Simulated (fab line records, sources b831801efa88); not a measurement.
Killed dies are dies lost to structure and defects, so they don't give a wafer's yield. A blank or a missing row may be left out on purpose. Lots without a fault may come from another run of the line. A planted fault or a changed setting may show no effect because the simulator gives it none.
Which tool did it? | flow sfq_line | 14 lots, 42 wafers sampled, at 1 step of a route of 325

WHAT THE GAUGES READ, wafer by wafer
The record holds no reading of a measuring or inspecting step that can be judged against a usual standard deviation.

WHICH TOOL RAN EACH LOT (tool, then ch and the chambers of the sampled wafers, then the start)
lot  | SFQ_TRILAYER_I5_LITHO_EXPOSE_145
L906 | krf_scanner-02 ch 0, day 48 23:58
L907 | krf_scanner-02 ch 0, day 49 02:34
L908 | krf_scanner-02 ch 0, day 49 18:46
L909 | krf_scanner-02 ch 0, day 50 01:58
L910 | krf_scanner-02 ch 0, day 50 05:34
L911 | krf_scanner-02 ch 0, day 50 08:10
L912 | krf_scanner-02 ch 0, day 50 18:20
L916 | krf_scanner-02 ch 0, day 52 14:20
L917 | krf_scanner-02 ch 0, day 52 15:32
L918 | krf_scanner-02 ch 0, day 59 21:14
L919 | krf_scanner-02 ch 0, day 59 22:38
L927 | krf_scanner-01 ch 0, day 63 07:27
L928 | krf_scanner-01 ch 0, day 63 20:04
L929 | krf_scanner-01 ch 0, day 64 23:39
- SFQ_TRILAYER_I5_LITHO_EXPOSE_145: exposes mask I5, target cd 700 nm.

WHAT THE TOOLS THEMSELVES READ (means of the sampled wafers that have a number; where no wafer has one, the mark that the record gives instead)
SFQ_TRILAYER_I5_LITHO_EXPOSE_145.
lot  | tool           | exposure_dose_mJ_cm2 | focus_offset_nm (nm)
L906 | krf_scanner-02 | 21.280               | 0.1
L907 | krf_scanner-02 | 21.279               | 0.3
L908 | krf_scanner-02 | 21.277               | -0.5
L909 | krf_scanner-02 | 21.295               | -0.3
L910 | krf_scanner-02 | 21.320               | 0.6
L911 | krf_scanner-02 | 21.298               | 1.0
L912 | krf_scanner-02 | 21.273               | 0.6
L916 | krf_scanner-02 | 20.861               | 0.3
L917 | krf_scanner-02 | 20.837               | -0.4
L918 | krf_scanner-02 | 20.858               | 0.3
L919 | krf_scanner-02 | 20.822               | 0.1
L927 | krf_scanner-01 | 21.262               | 0.2
L928 | krf_scanner-01 | 21.326               | -0.6
L929 | krf_scanner-01 | 21.307               | -0.6

THE ANSWER, worked out from the rows above alone
Rule: what is usual is taken from the lots themselves. Put in order of their means at a reading, lots are off if they are a third of the lots or fewer, leave a main group of 4 or more, and stand apart from it by a gap of 3 or more times the standard deviation of the main group's means; of several such gaps the widest counts. A main group whose means are all the same, to the digits that the tables above print for the reading, isn't used. A lot without any number at a reading at which 4 lots or more have one is off too. The other lots that the step has rows for count as sound. The gauges are gone through in route order, then the tools' own readings, and for those a lot's mean is taken as printed above. The first step at which some lot is off is used, and at that step the reading that is off furthest; a lot without a number counts as furthest.
Off: L916, L917, L918, L919, at SFQ_TRILAYER_I5_LITHO_EXPOSE_145 (exposure_dose_mJ_cm2). The main group: mean 21.292, standard deviation 0.02.
A tool fits if, at that step or a process step before it, it ran every lot that is off, and no sound lot after the first of them. One fits: krf_scanner-02 at SFQ_TRILAYER_I5_LITHO_EXPOSE_145. Its last sound lot is L912 (day 50 18:20), its first lot that is off L916 (day 52 14:20): a fault that began between those two fits.
The tool's own readings at SFQ_TRILAYER_I5_LITHO_EXPOSE_145 bear it out: on the lots that are off they differ by more than 5 times the standard deviation of the sound lots' means. exposure_dose_mJ_cm2 reads 20.845 there against 21.292 on the sound lots.

WHAT THE SIMULATOR HAD PUT IN
Process parameter drift: krf_scanner-02, from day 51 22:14 on, at SFQ_TRILAYER_I5_LITHO_EXPOSE_145. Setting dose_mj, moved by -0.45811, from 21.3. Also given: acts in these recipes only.
Lots struck among those shown: L916, L917, L918, L919. The rule above found the same.
